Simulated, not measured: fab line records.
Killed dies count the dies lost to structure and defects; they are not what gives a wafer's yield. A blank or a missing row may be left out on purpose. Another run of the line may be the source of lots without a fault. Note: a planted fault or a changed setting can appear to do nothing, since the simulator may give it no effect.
The tool behind it: which one? :: flow sky130 :: Sampling: 12 lots, 36 wafers, 2 of 708 route steps

WHAT THE GAUGES READ, wafer by wafer
SKY_METAL1_OVL_MEAS_16.
lot: L075
measured: day 30 16:34
on: overlay-02
METAL1_OVL (nm): 1 -1 -4

lot: L077
measured: day 30 19:35
on: overlay-01
METAL1_OVL (nm): 2 -6 -1

lot: L079
measured: day 31 21:37
on: overlay-01
METAL1_OVL (nm): -3 -1 -5

lot: L081
measured: day 32 11:18
on: overlay-02
METAL1_OVL (nm): -4 1 -5

lot: L083
measured: day 32 22:43
on: overlay-02
METAL1_OVL (nm): 2 5 3

lot: L085
measured: day 33 05:07
on: overlay-02
METAL1_OVL (nm): 3 9 -1

lot: L087
measured: day 33 21:02
on: overlay-01
METAL1_OVL (nm): -2 -2 -12

lot: L089
measured: day 34 08:09
on: overlay-02
METAL1_OVL (nm): 4 8 2

lot: L091
measured: day 35 03:55
on: overlay-02
METAL1_OVL (nm): 1 0 -3

lot: L092
measured: day 43 00:35
on: overlay-02
METAL1_OVL (nm): 2 4 -3

lot: L097
measured: day 43 04:37
on: overlay-02
METAL1_OVL (nm): -5 6 0

lot: L096
measured: day 43 03:01
on: overlay-01
METAL1_OVL (nm): 4 11 -2

EACH LOT AND THE TOOL THAT RAN IT (in order: tool; ch and the chambers of the sampled wafers; start)
lot: L075
SKY_FIELD_ISO_ETCH_14: rie diel-03 ch 2,3, day 2 09:10

lot: L077
SKY_FIELD_ISO_ETCH_14: rie diel-02 ch 0,3, day 2 20:47

lot: L079
SKY_FIELD_ISO_ETCH_14: rie diel-03 ch 1,2,3, day 3 08:46

lot: L081
SKY_FIELD_ISO_ETCH_14: rie diel-04 ch 1,3, day 3 17:13

lot: L083
SKY_FIELD_ISO_ETCH_14: rie diel-04 ch 0,2, day 4 02:41

lot: L085
SKY_FIELD_ISO_ETCH_14: rie diel-04 ch 1,2,3, day 4 15:47

lot: L087
SKY_FIELD_ISO_ETCH_14: rie diel-02 ch 0,1,3, day 5 00:58

lot: L089
SKY_FIELD_ISO_ETCH_14: rie diel-03 ch 0,1,2, day 5 10:43

lot: L091
SKY_FIELD_ISO_ETCH_14: rie diel-03 ch 1,2, day 5 19:17

lot: L092
SKY_FIELD_ISO_ETCH_14: rie diel-04 ch 0,2,3, day 9 14:32

lot: L097
SKY_FIELD_ISO_ETCH_14: rie diel-04 ch 0,2,3, day 9 14:53

lot: L096
SKY_FIELD_ISO_ETCH_14: rie diel-04 ch 0,2,3, day 9 15:11
- SKY_FIELD_ISO_ETCH_14: etches BARC in N2/H2, stops on SiO2, time 45.9 s, target depth 60 nm.

THE ANSWER, worked out from the rows above alone
Rule: the usual values come from the lots themselves. Put in order of their means at a reading, lots are off if they are a third of the lots or fewer, leave a main group of 4 or more, and stand apart from it by a gap of 3 or more times the standard deviation of the main group's means; of several such gaps the widest counts. The tables above print the reading to a certain number of digits; a main group whose means all agree to those digits is not used. A lot without any number at a reading at which 4 lots or more have one is off too. The other lots that the step has rows for count as sound.
No lot is off at any reading shown: from this, nothing can be told.

WHAT HAD BEEN PUT IN BY THE SIMULATOR
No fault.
